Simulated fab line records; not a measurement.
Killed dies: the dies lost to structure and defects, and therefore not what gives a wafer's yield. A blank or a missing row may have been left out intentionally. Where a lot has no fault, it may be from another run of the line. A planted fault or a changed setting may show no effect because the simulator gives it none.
fab line records -- flow sky130 -- part 1 of 2: steps 1 to 25 of 33
record: lots: 5, wafers: 15, last-day: 50
route steps=708 shown LDD_LDN@294 SPACER@304 POLY_CUT@307 SD_P@320
lots untouched by any fault: they come from a run of this same line in which no faults occurred
start-h: the number of hours between the record's first day and the start of the first shown wafer of the lot -- wait-h: hours from the lot's prior step to this one -- " identical to the entry in the row above -- L1.1+2: one row covering several wafers at once -- - no value, or no start was given -- * or withheld: withheld -- < > ~ a bound
route shown NAME@n: a module of which the file shows steps, and the number in the route of the first -- usual: the fault-free wafers' mean and standard deviation -- same: alike in all rows -- chamber/n: place in a boat -- sites: readings site by site -- _std_site: the values' standard deviation -- _edge_site: mean of outer sites minus mean of inner sites -- radius-mm: how far each site lies from the wafer's centre -- mask NAME#n: copy n -- behind: the most recent tool/chamber to have shaped the wafer -- hold: the reason the lot was held/the length of the hold in hours/how it ended -- device: the transistor (n, p or np) that didn't switch -- end of line: tests run on the same wafers once the route is complete -- a step without rows: its recipe alone -- killed: not the wafer's yield, but the dies lost to structure and defects at the first sort -- map: a wafer's dies, x killed, . not, _ none there
set.NAME: setting as actually run; set.NAME@STEP: the setting as run at that earlier step -- model.NAME: the simulator's own value behind a step, which no gauge read
a table for each step, a row for each wafer; lots at some steps of the route
services: when a tool's chamber went out of use (start-h, in hours from the record's first day, below 0 if earlier), for how many hours, and the reason
== steps ==
step: SKY_LDD_LDN_PEB_05
recipe: temp-c: withheld, time-s: *, resist: NOVOLAK
usual: chill-plate-temp-C: *, exhaust-pa: 45.0/0.79
lot.wafer,tool,chamber,start-h,wait-h,chill-plate-temp-C,exhaust-pa
L083.4,litho-track-02,0,-,-,*,44.0
L083.5,litho-track-02,0,-,-,*,45.6
L083.6,litho-track-02,0,-,-,*,44.7
L084.2,litho-track-01,0,-,-,*,44.7
L084.3,litho-track-01,0,-,-,*,44.4
L084.5,litho-track-01,0,-,-,*,44.2
L090.1,litho-track-03,0,-,-,*,46.0
L090.5,litho-track-03,0,-,-,*,44.4
L090.6,litho-track-03,0,-,-,*,44.4
L094.1,litho-track-01,0,-,-,*,44.0
L094.2,litho-track-01,0,-,-,*,45.0
L094.5,litho-track-01,0,-,-,*,44.9
L096.3,litho-track-03,0,-,-,*,45.0
L096.4,litho-track-03,0,-,-,*,45.4
L096.6,litho-track-03,0,-,-,*,45.5
step: SKY_LDD_LDN_DEVELOP_06
recipe: resist: NOVOLAK, developer: TMAH, develop-time-s: 60, dev-temp-c: 23
usual: chill-plate-temp-C: 23.01/0.11, exhaust-pa: 44.9/0.74
lot.wafer,tool,chamber,start-h,wait-h,chill-plate-temp-C,exhaust-pa
L083.4,litho-track-02,0,609.17,0.1,23.07,44.1
L083.5,litho-track-02,0,609.17,0.1,23.05,46.0
L083.6,litho-track-02,0,609.17,0.1,23.02,44.7
L084.2,litho-track-01,0,619.21,0.1,23.16,44.3
L084.3,litho-track-01,0,619.21,0.1,23.04,46.1
L084.5,litho-track-01,0,619.21,0.1,23.08,47.3
L090.1,litho-track-03,0,683.17,0.1,23.02,45.3
L090.5,litho-track-03,0,683.17,0.1,23.07,44.9
L090.6,litho-track-03,0,683.17,0.1,23.02,45.1
L094.1,litho-track-01,0,694.08,0.1,23.01,44.7
L094.2,litho-track-01,0,694.08,0.1,22.91,45.2
L094.5,litho-track-01,0,694.08,0.1,23.09,45.4
L096.3,litho-track-03,0,709.32,0.1,22.90,45.2
L096.4,litho-track-03,0,709.32,0.1,22.79,45.2
L096.6,litho-track-03,0,709.32,0.1,22.99,45.5
step: SKY_LDD_LDN_OVL_MEAS_07
usual: LDD_LDN_OVL: 0.3/1.4
lot.wafer,tool,chamber,start-h,wait-h,LDD_LDN_OVL[nm]
L083.4,overlay-01,-,609.26,0.1,0.9
L083.5,overlay-01,-,609.26,0.1,0.5
L083.6,overlay-01,-,609.26,0.1,-0.7
L084.2,overlay-01,-,619.34,0.1,2.6
L084.3,overlay-01,-,619.34,0.1,2.1
L084.5,overlay-01,-,619.34,0.1,3.0
L090.1,overlay-02,-,683.32,0.1,-0.5
L090.5,overlay-02,-,683.32,0.1,-0.7
L090.6,overlay-02,-,683.32,0.1,-1.0
L094.1,overlay-01,-,694.23,0.1,-1.0
L094.2,overlay-01,-,694.23,0.1,-1.0
L094.5,overlay-01,-,694.23,0.1,-1.7
L096.3,overlay-01,-,709.43,0.1,0.5
L096.4,overlay-01,-,709.43,0.1,-0.2
L096.6,overlay-01,-,709.43,0.1,-0.4
step: SKY_LDD_LDN_IMPLANT_08
recipe: species: As, energy-kev: 15, dose-cm2: 1.25e+13, tilt-deg: withheld, rotation-deg: 23
lot.wafer,tool,chamber,start-h,wait-h
L083.4+5+6,implanter-01,0,609.35,0.1
L084.2+3+5,implanter-02,0,619.40,0.0
L090.1+5+6,implanter-03,0,683.35,0.0
L094.1+2+5,implanter-03,0,694.27,0.0
L096.3+4+6,implanter-03,0,709.50,0.1
step: SKY_LDD_LDN_IMPLANT_09
recipe: species: As, energy-kev: 15, dose-cm2: 1.25e+13, tilt-deg: withheld, rotation-deg: 113
lot.wafer,tool,chamber,start-h,wait-h
L083.4+5+6,implanter-01,0,609.50,0.1
L084.2+3+5,implanter-02,0,619.55,0.1
L090.1+5+6,implanter-03,0,683.50,0.1
L094.1+2+5,implanter-03,0,694.42,0.1
L096.3+4+6,implanter-03,0,709.65,0.1
step: SKY_LDD_LDN_IMPLANT_10
recipe: species: As, energy-kev: 15, dose-cm2: 1.25e+13, tilt-deg: withheld, rotation-deg: 203
lot.wafer,tool,chamber,start-h,wait-h
L083.4+5+6,implanter-01,0,609.65,0.1
L084.2+3+5,implanter-02,0,619.70,0.1
L090.1+5+6,implanter-03,0,683.65,0.1
L094.1+2+5,implanter-03,0,694.57,0.1
L096.3+4+6,implanter-03,0,709.80,0.1
step: SKY_LDD_LDN_IMPLANT_11
recipe: species: As, energy-kev: 15, dose-cm2: 1.25e+13, tilt-deg: withheld, rotation-deg: 293
lot.wafer,tool,chamber,start-h,wait-h
L083.4+5+6,implanter-01,0,609.80,0.1
L084.2+3+5,implanter-02,0,619.85,0.1
L090.1+5+6,implanter-03,0,683.80,0.1
L094.1+2+5,implanter-03,0,694.72,0.1
L096.3+4+6,implanter-03,0,709.95,0.1
step: SKY_LDD_LDN_STRIP_12
recipe: chemistry: O2/N2, power-w: 1400, pressure-mtorr: 1500, platen-temp-c: withheld, o2-flow-sccm: 3000, n2-flow-sccm: 300, overash-fraction: 0.5
usual: drypump-motor-current-A: 5.4/0.58, o2-flow-sccm: 3001/8.4, oes-product-au: 0.716/0.0046, strip-time-to-endpoint-s: 14.18/0.044
lot.wafer,tool,chamber,start-h,wait-h,drypump-motor-current-A,o2-flow-sccm,oes-product-au,rf-hours-counter-h,strip-time-to-endpoint-s
L083.4,plasma-asher-02,0,609.91,0.1,5.2,3010,0.724,-,14.15
L083.5,plasma-asher-02,0,609.91,0.1,5.2,3008,0.716,-,14.19
L083.6,plasma-asher-02,1,609.91,0.1,5.0,2984,0.724,-,14.16
L084.2,plasma-asher-02,1,619.97,0.1,4.9,3010,0.721,89,14.26
L084.3,plasma-asher-02,0,619.97,0.1,5.2,3001,0.710,-,14.28
L084.5,plasma-asher-02,0,619.97,0.1,5.2,2994,0.710,-,14.29
L090.1,plasma-asher-02,1,683.95,0.1,5.0,3014,0.713,95,14.16
L090.5,plasma-asher-02,0,683.95,0.1,5.2,2996,0.715,-,14.21
L090.6,plasma-asher-02,1,683.95,0.1,5.0,2984,0.715,-,14.18
L094.1,plasma-asher-02,0,694.87,0.1,5.2,3000,0.717,96,14.18
L094.2,plasma-asher-02,1,694.87,0.1,5.0,3006,0.712,96,14.19
L094.5,plasma-asher-02,0,694.87,0.1,5.2,2982,0.715,-,14.19
L096.3,plasma-asher-04,0,710.09,0.1,6.3,3001,0.715,-,14.16
L096.4,plasma-asher-04,1,710.09,0.1,4.9,3007,0.711,-,14.21
L096.6,plasma-asher-04,1,710.09,0.1,4.8,3004,0.705,-,14.18
step: SKY_LDD_LDN_TW_MEAS_13
usual: LDD_LDN_TW: 1479/15
lot.wafer,tool,chamber,start-h,wait-h,LDD_LDN_TW
L083.4,film-metro-03,-,610.01,0.1,1484
L083.5,film-metro-03,-,610.01,0.1,1474
L083.6,film-metro-03,-,610.01,0.1,1476
L084.2,film-metro-02,-,620.08,0.1,1470
L084.3,film-metro-02,-,620.08,0.1,1466
L084.5,film-metro-02,-,620.08,0.1,1471
L090.1,film-metro-04,-,684.05,0.1,1488
L090.5,film-metro-04,-,684.05,0.1,1492
L090.6,film-metro-04,-,684.05,0.1,1497
L094.1,film-metro-04,-,694.97,0.1,1497
L094.2,film-metro-04,-,694.97,0.1,1497
L094.5,film-metro-04,-,694.97,0.1,1494
L096.3,film-metro-03,-,710.17,0.1,1471
L096.4,film-metro-03,-,710.17,0.1,1475
L096.6,film-metro-03,-,710.17,0.1,1464
step: SKY_LDD_LDN_CLEAN_14
recipe: chemistry: SC1/SC2, mix: 1:4:20, temp-c: 70, time-s: 150, dry: n2-spin
lot.wafer,tool,chamber,start-h,wait-h
L083.4+5+6,wet-bench-01,1,610.04,0.0
L084.2+3+5,wet-bench-01,1,620.13,0.0
L090.1+5+6,wet-bench-04,0,684.11,0.1
L094.1+2+5,wet-bench-01,2,695.03,0.1
L096.3+4+6,wet-bench-04,3,710.21,0.0
step: SKY_SPACER_CVD_00
recipe: material: Si3N4, precursor: DCS/NH3, target-thk-nm: 43.1, temp-c: 770, time-s: 740, pressure-mtorr: 250
usual: spike-tc-centre-C: 770.1/1.5, zone-power-bottom-pct: 22.8/2.3
lot.wafer,tool,chamber,start-h,wait-h,spike-tc-centre-C,zone-power-bottom-pct
L083.4,lpcvd-02,0,610.84,0.7,767.2,25.4
L083.5,lpcvd-02,0,610.84,0.7,769.2,24.9
L083.6,lpcvd-02,0,610.84,0.7,769.1,25.5
L084.2,lpcvd-02,0,620.67,0.5,767.6,25.0
L084.3,lpcvd-02,0,620.67,0.5,767.7,25.1
L084.5,lpcvd-02,0,620.67,0.5,769.9,25.1
L090.1,lpcvd-02,1,684.30,0.1,770.0,20.8
L090.5,lpcvd-02,1,684.30,0.1,770.3,21.0
L090.6,lpcvd-02,1,684.30,0.1,771.3,20.4
L094.1,lpcvd-02,0,695.08,0.0,767.5,25.0
L094.2,lpcvd-02,0,695.08,0.0,769.2,25.3
L094.5,lpcvd-02,0,695.08,0.0,768.3,25.0
L096.3,lpcvd-02,0,710.27,0.0,769.9,25.6
L096.4,lpcvd-02,0,710.27,0.0,767.4,25.6
L096.6,lpcvd-02,0,710.27,0.0,768.4,25.4
step: SKY_SPACER_THK_MEAS_01
recipe: reads: Si3N4_of_SPACER_CVD_00
usual: SPACER_CVD_00_THK: 42.9/0.45
lot.wafer,tool,chamber,start-h,wait-h,SPACER_CVD_00_THK[nm]
L083.4,film-metro-01,-,612.67,0.0,44.3
L083.5,film-metro-01,-,612.67,0.0,43.9
L083.6,film-metro-01,-,612.67,0.0,43.7
L084.2,film-metro-04,-,621.89,0.0,43.1
L084.3,film-metro-04,-,621.89,0.0,43.1
L084.5,film-metro-04,-,621.89,0.0,43.2
L090.1,film-metro-01,-,685.51,0.0,42.3
L090.5,film-metro-01,-,685.51,0.0,42.5
L090.6,film-metro-01,-,685.51,0.0,42.3
L094.1,film-metro-01,-,696.29,0.0,42.5
L094.2,film-metro-01,-,696.29,0.0,42.6
L094.5,film-metro-01,-,696.29,0.0,42.6
L096.3,film-metro-04,-,711.50,0.0,42.7
L096.4,film-metro-04,-,711.50,0.0,42.6
L096.6,film-metro-04,-,711.50,0.0,43.0
step: SKY_SPACER_ETCHBACK_02
recipe: chemistry: CH3F/O2, target: Si3N4, stop-on: SiO2, source-w: 400, bias-w: 80, pressure-mtorr: 25, ch3f-flow-sccm: 40, O2_flow_sccm: 30, time-s: 46.7, target-depth-a: 450
usual: drypump-motor-current-A: 5.6/0.38, oes-product-au: 0.852/0.0066, throttle-valve-pct: 10.562/0.0095
lot.wafer,tool,chamber,start-h,wait-h,drypump-motor-current-A,oes-product-au,rf-hours-counter-h,throttle-valve-pct
L083.4,rie-diel-03,1,612.70,0.0,5.2,0.861,9,10.570
L083.5,rie-diel-03,2,612.70,0.0,5.4,0.861,-,10.560
L083.6,rie-diel-03,3,612.70,0.0,5.4,0.866,-,10.572
L084.2,rie-diel-03,1,621.94,0.0,5.2,0.860,9,10.551
L084.3,rie-diel-03,0,621.94,0.0,6.2,0.855,6,10.574
L084.5,rie-diel-03,2,621.94,0.0,5.4,0.859,-,10.568
L090.1,rie-diel-03,2,685.57,0.1,5.4,0.839,37,10.562
L090.5,rie-diel-03,3,685.57,0.1,5.4,0.852,-,10.560
L090.6,rie-diel-03,2,685.57,0.1,5.4,0.842,-,10.575
L094.1,rie-diel-01,3,696.35,0.1,5.7,0.846,2,10.573
L094.2,rie-diel-01,2,696.35,0.1,5.4,0.857,11,10.563
L094.5,rie-diel-01,1,696.35,0.1,4.9,0.848,-,10.574
L096.3,rie-diel-01,3,711.54,0.0,5.7,0.842,3,10.567
L096.4,rie-diel-01,0,711.54,0.0,5.2,0.848,18,10.557
L096.6,rie-diel-01,1,711.54,0.0,5.0,0.856,-,10.557
step: SKY_POLY_CUT_DEHYDRATE_00
recipe: temp-c: 200, time-s: 60
usual: chill-plate-temp-C: 23.01/0.098, exhaust-pa: 45.0/0.79
lot.wafer,tool,chamber,start-h,wait-h,chill-plate-temp-C,exhaust-pa
L083.4,litho-track-03,0,625.94,13.2,22.97,45.9
L083.5,litho-track-03,0,625.94,13.2,22.82,45.5
L083.6,litho-track-03,0,625.94,13.2,22.89,46.6
L084.2,litho-track-03,0,636.34,14.4,23.16,45.5
L084.3,litho-track-03,0,636.34,14.4,23.17,46.2
L084.5,litho-track-03,0,636.34,14.4,23.17,44.2
L090.1,litho-track-04,0,699.80,14.2,23.04,43.4
L090.5,litho-track-04,0,699.80,14.2,23.01,44.0
L090.6,litho-track-04,0,699.80,14.2,22.94,43.5
L094.1,litho-track-04,0,708.85,12.5,23.02,45.1
L094.2,litho-track-04,0,708.85,12.5,22.92,45.8
L094.5,litho-track-04,0,708.85,12.5,23.16,43.6
L096.3,litho-track-01,0,725.73,14.2,22.98,44.8
L096.4,litho-track-01,0,725.73,14.2,23.01,44.7
L096.6,litho-track-01,0,725.73,14.2,22.93,44.2
step: SKY_POLY_CUT_HMDS_01
recipe: prime-time-s: 60, prime-temp-c: 120
usual: chill-plate-temp-C: 22.99/0.11, exhaust-pa: 44.8/0.9
lot.wafer,tool,chamber,start-h,wait-h,chill-plate-temp-C,exhaust-pa
L083.4,litho-track-03,0,626.09,0.1,23.01,46.0
L083.5,litho-track-03,0,626.09,0.1,22.99,43.7
L083.6,litho-track-03,0,626.09,0.1,22.98,44.4
L084.2,litho-track-03,0,636.49,0.1,22.86,44.8
L084.3,litho-track-03,0,636.49,0.1,22.93,46.5
L084.5,litho-track-03,0,636.49,0.1,22.91,45.6
L090.1,litho-track-04,0,699.95,0.1,23.08,44.4
L090.5,litho-track-04,0,699.95,0.1,23.08,44.0
L090.6,litho-track-04,0,699.95,0.1,22.82,44.2
L094.1,litho-track-04,0,709.00,0.1,23.16,47.0
L094.2,litho-track-04,0,709.00,0.1,22.96,46.4
L094.5,litho-track-04,0,709.00,0.1,23.06,44.8
L096.3,litho-track-01,0,725.88,0.1,22.93,43.5
L096.4,litho-track-01,0,725.88,0.1,22.87,43.5
L096.6,litho-track-01,0,725.88,0.1,22.90,44.9
step: SKY_POLY_CUT_COAT_02
recipe: resist: BARC, temp-c: withheld, time-s: withheld, spin-rpm: 3000, resist-thk-nm: 60
usual: chill-plate-temp-C: *, exhaust-pa: 45.0/0.84
lot.wafer,tool,chamber,start-h,wait-h,chill-plate-temp-C,exhaust-pa
L083.4,litho-track-03,0,626.24,0.1,*,44.6
L083.5,litho-track-03,0,626.24,0.1,*,44.0
L083.6,litho-track-03,0,626.24,0.1,*,45.7
L084.2,litho-track-03,0,636.64,0.1,*,43.6
L084.3,litho-track-03,0,636.64,0.1,*,44.2
L084.5,litho-track-03,0,636.64,0.1,*,45.9
L090.1,litho-track-04,0,700.10,0.1,*,44.4
L090.5,litho-track-04,0,700.10,0.1,*,45.1
L090.6,litho-track-04,0,700.10,0.1,*,44.8
L094.1,litho-track-04,0,709.15,0.1,*,44.6
L094.2,litho-track-04,0,709.15,0.1,*,45.2
L094.5,litho-track-04,0,709.15,0.1,*,45.5
L096.3,litho-track-01,0,726.03,0.1,*,43.4
L096.4,litho-track-01,0,726.03,0.1,*,44.3
L096.6,litho-track-01,0,726.03,0.1,*,44.6
step: SKY_POLY_CUT_COAT_03
recipe: resist: KrF-thick, spin-rpm: 3000, resist-thk-nm: 450
usual: chill-plate-temp-C: 22.99/0.11, exhaust-pa: 45.0/0.82
lot.wafer,tool,chamber,start-h,wait-h,chill-plate-temp-C,exhaust-pa
L083.4,litho-track-03,0,-,-,23.05,44.7
L083.5,litho-track-03,0,-,-,23.06,45.8
L083.6,litho-track-03,0,-,-,22.83,44.6
L084.2,litho-track-03,0,-,-,23.30,45.4
L084.3,litho-track-03,0,-,-,23.17,45.0
L084.5,litho-track-03,0,-,-,23.18,45.7
L090.1,litho-track-04,0,-,-,23.13,44.8
L090.5,litho-track-04,0,-,-,23.02,44.7
L090.6,litho-track-04,0,-,-,23.07,43.2
L094.1,litho-track-04,0,-,-,22.92,44.7
L094.2,litho-track-04,0,-,-,23.01,45.9
L094.5,litho-track-04,0,-,-,23.06,45.7
L096.3,litho-track-01,0,-,-,22.82,44.2
L096.4,litho-track-01,0,-,-,22.99,46.3
L096.6,litho-track-01,0,-,-,22.98,46.1
step: SKY_POLY_CUT_SOFTBAKE_04
recipe: temp-c: 100, time-s: 90, resist: KrF-thick
usual: chill-plate-temp-C: 22.99/0.092, exhaust-pa: 45.1/0.93
lot.wafer,tool,chamber,start-h,wait-h,chill-plate-temp-C,exhaust-pa
L083.4,litho-track-03,0,-,-,22.90,45.6
L083.5,litho-track-03,0,-,-,22.98,46.5
L083.6,litho-track-03,0,-,-,22.93,45.1
L084.2,litho-track-03,0,-,-,22.92,44.1
L084.3,litho-track-03,0,-,-,22.92,44.1
L084.5,litho-track-03,0,-,-,22.91,43.2
L090.1,litho-track-04,0,-,-,22.98,46.2
L090.5,litho-track-04,0,-,-,22.98,46.0
L090.6,litho-track-04,0,-,-,23.02,45.0
L094.1,litho-track-04,0,-,-,23.21,44.7
L094.2,litho-track-04,0,-,-,23.00,44.7
L094.5,litho-track-04,0,-,-,22.94,45.7
L096.3,litho-track-01,0,-,-,23.03,45.5
L096.4,litho-track-01,0,-,-,23.02,43.0
L096.6,litho-track-01,0,-,-,22.96,44.5
step: SKY_POLY_CUT_EXPOSE_05
recipe: mask-id: NPCM, na: 0.8, source-shape: annular, sigma-inner: 0.55, sigma-outer: 0.85, target-cd-nm: 270, dose-mj: 32
lot.wafer,tool,chamber,start-h,wait-h,mask
L083.4+5+6,krf-scanner-01,0,-,-,NPCM#0
L084.2+3+5,krf-scanner-02,0,-,-,NPCM#0
L090.1+5+6,krf-scanner-01,0,-,-,NPCM#0
L094.1+2+5,krf-scanner-01,0,-,-,NPCM#0
L096.3+4+6,krf-scanner-01,0,-,-,NPCM#0
step: SKY_POLY_CUT_PEB_06
recipe: peb-temp-c: withheld, peb-time-s: withheld, resist: KrF-thick
usual: chill-plate-temp-C: *, exhaust-pa: 44.8/0.94
lot.wafer,tool,chamber,start-h,wait-h,chill-plate-temp-C,exhaust-pa
L083.4,litho-track-04,0,-,-,*,44.5
L083.5,litho-track-04,0,-,-,*,45.2
L083.6,litho-track-04,0,-,-,*,44.9
L084.2,litho-track-01,0,-,-,*,45.0
L084.3,litho-track-01,0,-,-,*,45.5
L084.5,litho-track-01,0,-,-,*,44.6
L090.1,litho-track-04,0,-,-,*,44.7
L090.5,litho-track-04,0,-,-,*,44.1
L090.6,litho-track-04,0,-,-,*,44.9
L094.1,litho-track-01,0,-,-,*,44.9
L094.2,litho-track-01,0,-,-,*,44.9
L094.5,litho-track-01,0,-,-,*,45.0
L096.3,litho-track-03,0,-,-,*,44.3
L096.4,litho-track-03,0,-,-,*,44.0
L096.6,litho-track-03,0,-,-,*,43.4
step: SKY_POLY_CUT_DEVELOP_07
recipe: develop-time-s: 60, resist: KrF-thick, dev-temp-c: 21
usual: chill-plate-temp-C: 23.00/0.093, exhaust-pa: 44.9/0.96
lot.wafer,tool,chamber,start-h,wait-h,chill-plate-temp-C,exhaust-pa
L083.4,litho-track-04,0,-,-,23.19,44.2
L083.5,litho-track-04,0,-,-,23.18,44.2
L083.6,litho-track-04,0,-,-,23.03,45.7
L084.2,litho-track-01,0,-,-,23.03,46.8
L084.3,litho-track-01,0,-,-,22.93,45.7
L084.5,litho-track-01,0,-,-,23.01,45.3
L090.1,litho-track-04,0,-,-,23.11,45.2
L090.5,litho-track-04,0,-,-,23.13,45.3
L090.6,litho-track-04,0,-,-,23.04,45.3
L094.1,litho-track-01,0,-,-,22.90,44.7
L094.2,litho-track-01,0,-,-,22.94,45.0
L094.5,litho-track-01,0,-,-,23.05,45.2
L096.3,litho-track-03,0,-,-,22.91,45.3
L096.4,litho-track-03,0,-,-,23.11,44.5
L096.6,litho-track-03,0,-,-,22.95,44.3
step: SKY_POLY_CUT_CD_MEAS_08
recipe: target-cd-nm: 270
usual: cd-nm: 270.1/1.4
lot.wafer,tool,chamber,start-h,wait-h,cd-nm
L083.4,cd-sem-02,-,641.98,-,270.3
L083.5,cd-sem-02,-,641.98,-,269.6
L083.6,cd-sem-02,-,641.98,-,270.2
L084.2,cd-sem-02,-,650.55,-,269.2
L084.3,cd-sem-02,-,650.55,-,268.7
L084.5,cd-sem-02,-,650.55,-,269.5
L090.1,cd-sem-01,-,713.80,-,270.8
L090.5,cd-sem-01,-,713.80,-,270.5
L090.6,cd-sem-01,-,713.80,-,269.9
L094.1,cd-sem-01,-,724.13,-,271.8
L094.2,cd-sem-01,-,724.13,-,272.6
L094.5,cd-sem-01,-,724.13,-,271.8
L096.3,cd-sem-02,-,740.11,-,269.7
L096.4,cd-sem-02,-,740.11,-,269.0
L096.6,cd-sem-02,-,740.11,-,270.0
step: SKY_POLY_CUT_OVL_MEAS_09
usual: POLY_CUT_OVL: 4/4.3
lot.wafer,tool,chamber,start-h,wait-h,POLY_CUT_OVL[nm]
L083.4,overlay-01,-,642.06,0.1,10
L083.5,overlay-01,-,642.06,0.1,9
L083.6,overlay-01,-,642.06,0.1,13
L084.2,overlay-01,-,650.66,0.1,1
L084.3,overlay-01,-,650.66,0.1,-1
L084.5,overlay-01,-,650.66,0.1,2
L090.1,overlay-02,-,713.92,0.1,1
L090.5,overlay-02,-,713.92,0.1,0
L090.6,overlay-02,-,713.92,0.1,3
L094.1,overlay-01,-,724.25,0.1,5
L094.2,overlay-01,-,724.25,0.1,-4
L094.5,overlay-01,-,724.25,0.1,5
L096.3,overlay-02,-,740.20,0.1,3
L096.4,overlay-02,-,740.20,0.1,-1
L096.6,overlay-02,-,740.20,0.1,10
step: SKY_POLY_CUT_ETCH_10
recipe: chemistry: N2/H2, target: BARC, ion-energy-ev: 200, source-w: 500, bias-w: 100, pressure-mtorr: 30, n2-flow-sccm: 100, h2-flow-sccm: 200, stop-on: SiO2, time-s: 45.9, target-depth-a: 600
usual: drypump-motor-current-A: 5.7/0.41, oes-product-au: 0.857/0.0048, throttle-valve-pct: 13.224/0.0094
lot.wafer,tool,chamber,start-h,wait-h,drypump-motor-current-A,oes-product-au,rf-hours-counter-h,throttle-valve-pct
L083.4,rie-diel-04,0,642.08,0.0,5.5,0.859,10,13.227
L083.5,rie-diel-04,2,642.08,0.0,6.1,0.863,-,13.214
L083.6,rie-diel-04,3,642.08,0.0,5.9,0.855,-,13.230
L084.2,rie-diel-02,2,650.69,0.0,5.2,0.848,13,13.224
L084.3,rie-diel-02,1,650.69,0.0,6.0,0.855,12,13.238
L084.5,rie-diel-02,3,650.69,0.0,6.1,0.861,-,13.221
L090.1,rie-diel-04,2,713.96,0.0,6.1,0.861,4,13.216
L090.5,rie-diel-04,0,713.96,0.0,5.6,0.858,-,13.228
L090.6,rie-diel-04,3,713.96,0.0,5.8,0.860,-,13.225
L094.1,rie-diel-03,0,724.29,0.0,6.2,0.852,8,13.229
L094.2,rie-diel-03,1,724.29,0.0,5.2,0.849,11,13.235
L094.5,rie-diel-03,0,724.29,0.0,6.2,0.853,-,13.223
L096.3,rie-diel-03,2,740.22,0.0,5.4,0.865,38,13.218
L096.4,rie-diel-03,0,740.22,0.0,6.2,0.855,8,13.214
L096.6,rie-diel-03,3,740.22,0.0,5.4,0.853,-,13.192
step: SKY_POLY_CUT_ETCH_11
recipe: target: Si3N4, chemistry: CF4/CH2F2/Ar, stop-on: poly-Si, source-w: 600, bias-w: 150, pressure-mtorr: 40, cf4-flow-sccm: 40, ch2f2-flow-sccm: 20, Ar_flow_sccm: 150, time-s: 42.5, target-depth-a: 600
usual: drypump-motor-current-A: 5.7/0.41, oes-product-au: 0.827/0.0065, throttle-valve-pct: 14.995/0.01
lot.wafer,tool,chamber,start-h,wait-h,drypump-motor-current-A,oes-product-au,rf-hours-counter-h,throttle-valve-pct
L083.4,rie-diel-04,0,642.12,0.0,5.6,0.814,10,15.006
L083.5,rie-diel-04,2,642.12,0.0,6.1,0.811,-,14.989
L083.6,rie-diel-04,3,642.12,0.0,5.8,0.808,-,14.989
L084.2,rie-diel-02,2,650.73,0.0,5.2,0.824,13,14.970
L084.3,rie-diel-02,1,650.73,0.0,6.0,0.843,12,15.008
L084.5,rie-diel-02,3,650.73,0.0,6.1,0.829,-,14.985
L090.1,rie-diel-04,2,714.00,0.0,6.1,0.835,4,14.997
L090.5,rie-diel-04,0,714.00,0.0,5.6,0.836,-,14.989
L090.6,rie-diel-04,3,714.00,0.0,5.9,0.835,-,15.000
L094.1,rie-diel-03,0,724.33,0.0,6.2,0.831,8,14.980
L094.2,rie-diel-03,1,724.33,0.0,5.2,0.828,11,15.005
L094.5,rie-diel-03,0,724.33,0.0,6.2,0.833,-,14.999
L096.3,rie-diel-03,2,740.27,0.0,5.4,0.831,38,15.006
L096.4,rie-diel-03,0,740.27,0.0,6.2,0.828,8,14.999
L096.6,rie-diel-03,3,740.27,0.0,5.4,0.823,-,14.986
